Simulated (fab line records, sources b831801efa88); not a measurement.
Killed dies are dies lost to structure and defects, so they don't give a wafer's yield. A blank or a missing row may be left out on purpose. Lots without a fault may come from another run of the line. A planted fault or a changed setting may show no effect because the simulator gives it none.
fab line records | flow sky130
record lots=9 wafers=27 last_day=49
route steps=708 shown POLY_GATE@204 METAL1@449 VIA1@474
lots that met no fault: from a run of the same line without faults
start_h: hours from the record's first day to the start of the lot's first wafer shown | wait_h: hours since the lot's step before | " the same as in the row above | L1.1+2: a row that stands for several wafers | - no value, or no start given | * or withheld: withheld | < > ~ a bound
route shown NAME@n: a module of which the file shows steps, and the number in the route of the first | usual: mean/standard deviation of fault-free wafers | same: alike in all rows | chamber/n: place in a boat | sites: the reading at each site | _std_site: their standard deviation | _edge_site: outer sites' mean less inner sites' | radius_mm: how far each site lies from the wafer's centre | mask NAME#n: copy n | behind: the tool/chamber that last shaped the wafer | hold: why the lot was held/for how many hours/how that ended | device: the transistor (n, p or np) that didn't switch | end of line: the same wafers' tests at the end of the route | a step without rows: its recipe alone | killed: dies lost to structure and defects at the first sort, not the wafer's yield | map: a wafer's dies, x killed, . not, _ none there
set.NAME: the setting as run; set.NAME@STEP: as run at that earlier step | model.NAME: the simulator's own value behind a step, which no gauge read
steps of the route over a sample of lots; a table a step, a row a wafer
services: from which hour (start_h, from the record's first day; less than 0 if before it) a tool's chamber was out of use, for how many hours, and why
## steps
# step SKY_POLY_GATE_CVD_00
# recipe material=poly-Si target_thk_nm=180 temp_c=620 time_s=720 pressure_mtorr=200
# usual spike_tc_lower_C=619.7/1 spike_tc_upper_C=619.7/1.4 susceptor_temp_C=620.0/0.31 zone_power_bottom_pct=11.9/0.45 zone_power_top_pct=21.6/0.54
# columns lot.wafer tool chamber start_h wait_h spike_tc_lower_C spike_tc_upper_C susceptor_temp_C zone_power_bottom_pct zone_power_top_pct
L751.1 lpcvd-01 0 309.56 0.0 618.9 621.0 620.4 12.3 21.0
L751.5 " 0 " " 617.1 621.0 619.6 12.3 21.1
L751.6 " 0 " " 616.2 621.4 620.1 12.5 21.3
L752.2 lpcvd-01 1 312.59 0.0 620.8 621.4 620.2 11.6 22.4
L752.3 " 1 " " 619.5 618.4 620.8 11.7 22.2
L752.5 " 1 " " 619.2 618.1 620.5 11.5 22.3
L753.1 lpcvd-01 1 322.81 0.0 620.4 620.2 619.8 11.5 22.3
L753.5 " 1 " " 618.7 621.4 619.9 11.5 21.8
L753.6 " 1 " " 620.1 617.6 620.0 11.3 21.9
L754.1 lpcvd-01 0 330.94 0.0 620.0 619.6 619.7 12.3 21.0
L754.2 " 0 " " 620.9 622.4 620.0 12.3 21.0
L754.5 " 0 " " 620.1 620.9 619.7 12.3 21.3
L758.2 lpcvd-01 0 371.06 0.0 619.4 621.2 620.3 12.2 20.7
L758.3 " 0 " " 619.7 620.8 619.9 12.5 21.1
L758.6 " 0 " " 621.5 621.6 620.3 12.4 21.2
L760.1 lpcvd-01 0 395.98 0.0 618.5 621.9 620.3 12.4 20.8
L760.2 " 0 " " 619.2 617.9 619.9 12.4 20.8
L760.4 " 0 " " 618.9 621.0 620.1 12.3 21.3
L763.1 lpcvd-01 0 424.11 0.0 620.2 620.6 620.1 12.4 20.9
L763.2 " 0 " " 619.6 622.1 620.1 12.4 21.0
L763.6 " 0 " " 618.4 620.8 619.8 12.4 21.0
L762.1 lpcvd-01 1 425.31 1.0 620.3 618.8 620.0 11.6 21.9
L762.3 " 1 " " 620.6 618.9 619.8 11.5 22.0
L762.6 " 1 " " 618.7 617.8 619.4 11.5 21.9
L764.3 lpcvd-01 1 448.16 0.1 620.0 619.0 620.1 11.6 22.2
L764.5 " 1 " " 620.3 619.4 620.2 11.4 21.9
L764.6 " 1 " " 620.4 618.4 619.8 11.3 21.8
# step SKY_POLY_GATE_THK_MEAS_01
# recipe reads=poly-Si_of_POLY_GATE_CVD_00
# usual POLY_GATE_CVD_00_THK=179.6/1.6
# columns lot.wafer tool chamber start_h wait_h POLY_GATE_CVD_00_THK[nm]
L751.1 film_metro-04 - 310.76 0.0 180.4
L751.5 " - " " 179.7
L751.6 " - " " 180.8
L752.2 film_metro-02 - 313.80 0.0 180.6
L752.3 " - " " 180.8
L752.5 " - " " 180.6
L753.1 film_metro-04 - 324.01 0.0 178.4
L753.5 " - " " 179.7
L753.6 " - " " 179.6
L754.1 film_metro-01 - 332.14 0.0 179.8
L754.2 " - " " 179.4
L754.5 " - " " 178.8
L758.2 film_metro-02 - 372.87 0.0 176.5
L758.3 " - " " 178.7
L758.6 " - " " 179.5
L760.1 film_metro-04 - 397.18 0.0 179.6
L760.2 " - " " 180.0
L760.4 " - " " 181.1
L763.1 film_metro-01 - 425.31 0.0 152.3
L763.2 " - " " 153.8
L763.6 " - " " 152.7
L762.1 film_metro-02 - 426.51 0.0 153.6
L762.3 " - " " 152.6
L762.6 " - " " 152.9
L764.3 film_metro-04 - 449.38 0.0 152.1
L764.5 " - " " 150.3
L764.6 " - " " 153.4
# step SKY_POLY_GATE_ETCH_17
# recipe target_depth_nm=180 stop_on=SiO2 over_etch_frac=0.56667 chemistry=HBr/Cl2 target=poly-Si icp_w=400 bias_w=100 pressure_mtorr=10 HBr_flow_sccm=150 Cl2_flow_sccm=50 time_s=70.5
# usual chamber_pressure_mTorr=10.000/0.0099 drypump_motor_current_A=5.5/0.43 oes_product_au=0.986/0.0071 throttle_valve_pct=33.685/0.0095
# columns lot.wafer tool chamber start_h wait_h chamber_pressure_mTorr drypump_motor_current_A oes_product_au rf_hours_counter_h throttle_valve_pct
L751.1 rie_si-02 0 368.53 0.0 9.999 5.3 0.991 3 33.687
L751.5 " 2 " " 9.987 5.2 0.974 - 33.686
L751.6 " 1 " " 9.995 5.2 0.993 - 33.678
L752.2 rie_si-01 2 371.08 0.0 9.989 5.9 0.990 85 33.680
L752.3 " 3 " " 9.987 5.9 0.979 6 33.686
L752.5 " 2 " " 9.998 5.9 0.988 - 33.680
L753.1 rie_si-02 3 384.58 0.0 10.001 6.3 0.987 2 33.665
L753.5 " 1 " " 9.996 5.2 0.986 - 33.685
L753.6 " 2 " " 10.002 5.1 0.987 - 33.681
L754.1 rie_si-02 3 391.88 0.0 10.000 6.2 0.979 2 33.687
L754.2 " 0 " " 10.010 5.3 0.990 3 33.693
L754.5 " 3 " " 10.002 6.2 0.975 - 33.693
L758.2 rie_si-02 1 434.48 0.0 9.992 5.2 0.977 6 33.698
L758.3 " 3 " " 9.978 6.2 0.985 2 33.673
L758.6 " 2 " " 10.012 5.2 0.983 - 33.687
L760.1 rie_si-01 0 460.18 0.0 10.043 4.9 0.992 26 33.691
L760.2 " 3 " " 9.997 5.9 0.993 7 33.663
L760.4 " 2 " " 9.996 5.9 0.990 0 33.696
L763.1 rie_si-01 0 488.56 0.0 10.004 4.9 0.885 26 33.680
L763.2 " 2 " " 9.986 5.9 0.889 0 33.683
L763.6 " 0 " " 10.011 4.9 0.883 - 33.671
L762.1 rie_si-02 3 491.11 0.0 10.003 6.2 0.889 2 33.704
L762.3 " 2 " " 10.002 5.2 0.887 37 33.687
L762.6 " 3 " " 9.998 6.2 0.890 - 33.658
L764.3 rie_si-02 1 512.23 0.0 9.998 5.2 0.875 7 33.676
L764.5 " 0 " " 9.987 5.4 0.872 - 33.680
L764.6 " 1 " " 10.002 5.2 0.892 - 33.666
# step SKY_METAL1_CD_MEAS_15
# recipe target_cd_nm=140
# usual cd_nm=140.4/1.7
# columns lot.wafer tool chamber start_h wait_h cd_nm
L751.1 cd_sem-02 - 767.75 - 139.7
L751.5 " - " " 140.0
L751.6 " - " " 138.9
L752.2 cd_sem-01 - 767.96 - 139.0
L752.3 " - " " 139.3
L752.5 " - " " 137.6
L753.1 cd_sem-01 - 776.30 - 140.5
L753.5 " - " " 140.6
L753.6 " - " " 138.9
L754.1 cd_sem-01 - 782.34 - 140.8
L754.2 " - " " 139.0
L754.5 " - " " 139.5
L758.2 cd_sem-02 - 822.41 - 141.6
L758.3 " - " " 142.2
L758.6 " - " " 140.1
L760.1 cd_sem-02 - 844.49 - 137.8
L760.2 " - " " 138.0
L760.4 " - " " 138.5
L763.1 cd_sem-02 - 869.39 - 140.7
L763.2 " - " " 141.3
L763.6 " - " " 140.0
L762.1 cd_sem-02 - 872.79 - 137.6
L762.3 " - " " 138.4
L762.6 " - " " 139.0
L764.3 cd_sem-01 - 890.93 - 141.7
L764.5 " - " " 140.0
L764.6 " - " " 140.5
# step SKY_VIA1_STRIP_16
# recipe chemistry=O2/N2 power_w=1400 pressure_mtorr=1500 platen_temp_c=withheld o2_flow_sccm=3000 n2_flow_sccm=300 overash_fraction=0.5
# usual chamber_pressure_mTorr=1499.9/2.1 drypump_motor_current_A=5.39/0.21 oes_product_au=0.415/0.0047 strip_time_to_endpoint_s=4.443/0.023
# columns lot.wafer tool chamber start_h wait_h chamber_pressure_mTorr drypump_motor_current_A oes_product_au rf_hours_counter_h strip_time_to_endpoint_s
L751.1 plasma_asher-02 1 797.17 0.0 1497.5 5.51 0.411 5 4.394
L751.5 " 1 " " 1497.8 5.50 0.413 - 4.463
L751.6 " 0 " " 1498.9 5.66 0.418 - 4.405
L752.2 plasma_asher-04 0 797.33 0.0 1501.2 5.32 0.414 100 4.474
L752.3 " 1 " " 1499.2 5.00 0.413 - 4.459
L752.5 " 0 " " 1499.4 5.33 0.411 - 4.475
L753.1 plasma_asher-02 1 804.18 0.0 1500.6 5.47 0.404 6 4.447
L753.5 " 1 " " 1501.1 5.51 0.417 - 4.418
L753.6 " 0 " " 1501.9 5.66 0.418 - 4.412
L754.1 plasma_asher-02 0 810.92 0.0 1499.0 5.65 0.406 6 4.384
L754.2 " 1 " " 1499.3 5.48 0.418 6 4.461
L754.5 " 1 " " 1500.0 5.47 0.417 - 4.430
L758.2 plasma_asher-01 1 850.42 0.0 1499.5 5.48 0.422 75 4.470
L758.3 " 0 " " 1500.1 5.43 0.412 - 4.430
L758.6 " 0 " " 1500.5 5.44 0.417 - 4.457
L760.1 plasma_asher-02 0 872.52 0.0 1501.5 5.58 0.415 13 4.443
L760.2 " 1 " " 1499.1 5.50 0.412 13 4.448
L760.4 " 1 " " 1498.9 5.46 0.414 - 4.438
L763.1 plasma_asher-02 1 896.93 0.0 1500.9 5.49 0.412 16 4.466
L763.2 " 0 " " 1499.9 5.59 0.418 16 4.442
L763.6 " 1 " " 1501.0 5.47 0.413 - 4.408
L762.1 plasma_asher-04 0 900.58 0.0 1500.5 5.31 0.423 111 4.438
L762.3 " 1 " " 1502.2 5.01 0.422 - 4.412
L762.6 " 1 " " 1499.4 5.02 0.413 - 4.461
L764.3 plasma_asher-04 0 917.72 0.1 1497.6 5.30 0.419 - 4.401
L764.5 " 0 " " 1502.2 5.31 0.414 - 4.453
L764.6 " 1 " " 1501.7 4.97 0.413 - 4.417
# step SKY_VIA1_CVD_21
# recipe material=W target_thk_nm=270 time_s=80.902 temp_c=400 pressure_torr=40
# usual heater_power_w=846/39 susceptor_temp_C=399.96/0.21
# columns lot.wafer tool chamber start_h wait_h heater_power_w susceptor_temp_C
L751.1 cvd_w-02 0 797.82 0.0 898 399.78
L751.5 " 0 " " 913 400.26
L751.6 " 1 " " 879 400.28
L752.2 cvd_w-01 0 797.99 0.0 857 399.92
L752.3 " 1 " " 861 400.21
L752.5 " 0 " " 848 400.24
L753.1 cvd_w-01 0 804.84 0.0 852 400.13
L753.5 " 1 " " 831 399.64
L753.6 " 0 " " 844 400.48
L754.1 cvd_w-02 1 811.61 0.0 876 399.87
L754.2 " 0 " " 917 400.39
L754.5 " 1 " " 909 399.71
L758.2 cvd_w-01 1 851.12 0.0 832 400.44
L758.3 " 0 " " 849 400.13
L758.6 " 1 " " 833 399.68
L760.1 cvd_w-01 1 873.30 0.0 849 400.02
L760.2 " 0 " " 830 400.12
L760.4 " 0 " " 837 399.84
L763.1 cvd_w-01 1 897.59 0.0 832 400.11
L763.2 " 0 " " 856 399.62
L763.6 " 0 " " 846 400.37
L762.1 cvd_w-02 1 901.24 0.0 893 399.93
L762.3 " 1 " " 884 400.35
L762.6 " 1 " " 894 399.60
L764.3 cvd_w-02 0 918.40 0.1 847 399.71
L764.5 " 0 " " 820 400.09
L764.6 " 1 " " 769 399.69
## services
# columns tool chamber start_h hours kind
cvd_w-01 1 289.73 11.9 repair
cvd_w-01 1 332.42 17.5 repair
cvd_w-01 0 367.05 4.8 repair
lpcvd-01 - 373.10 1.0 repair
cvd_w-01 - 390.00 14.0 pm
cvd_w-01 1 424.53 2.7 repair
cvd_w-01 - 424.95 2.8 pm
plasma_asher-02 - 434.97 38.2 repair
cvd_w-01 - 471.78 1.6 repair
plasma_asher-02 - 473.15 14.6 pm
plasma_asher-02 - 561.19 24.3 repair
plasma_asher-02 - 561.22 2.3 repair
cvd_w-01 - 584.66 1.6 repair
rie_si-02 - 599.44 14.6 pm
cvd_w-01 0 602.34 21.2 repair
rie_si-02 - 637.11 10.0 pm
cvd_w-01 - 655.42 0.8 repair
lpcvd-01 - 669.53 14.6 pm
rie_si-02 3 684.54 5.7 repair
plasma_asher-02 - 691.14 0.9 repair
lpcvd-01 - 711.34 2.8 pm
rie_si-02 0 805.51 9.7 repair
lpcvd-01 - 825.86 2.3 repair
rie_si-02 - 911.99 0.3 repair
## key
first_sign step=SKY_POLY_GATE_THK_MEAS_01 reading=POLY_GATE_CVD_00_THK direction=down sigmas=16 usual=179.6 struck=152.6
effect step=SKY_POLY_GATE_ETCH_17 reading=oes_product_au direction=down sigmas=14 usual=0.986 struck=0.885
met_at SKY_POLY_GATE_CVD_00
struck_lots L762,L763,L764
tester_left_out L762,L763,L764
not_acting_at SKY_METAL1_CD_MEAS_15,SKY_VIA1_STRIP_16,SKY_VIA1_CVD_21
also_fits time
fault kind=process_parameter_drift tool=lpcvd-01 chamber=- onset_h=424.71 steps=SKY_POLY_GATE_CVD_00 channel=target_thk_nm offset=-27.975 shape=step end_h=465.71 stated=180
# tester_left_out: of these lots the tester's yield and bins aren't shown, on N5 and GAA mostly nor the transistor test; their killed dies are dies lost to structure and defects alone, not to doping, threshold or leakage, so they don't give the yield
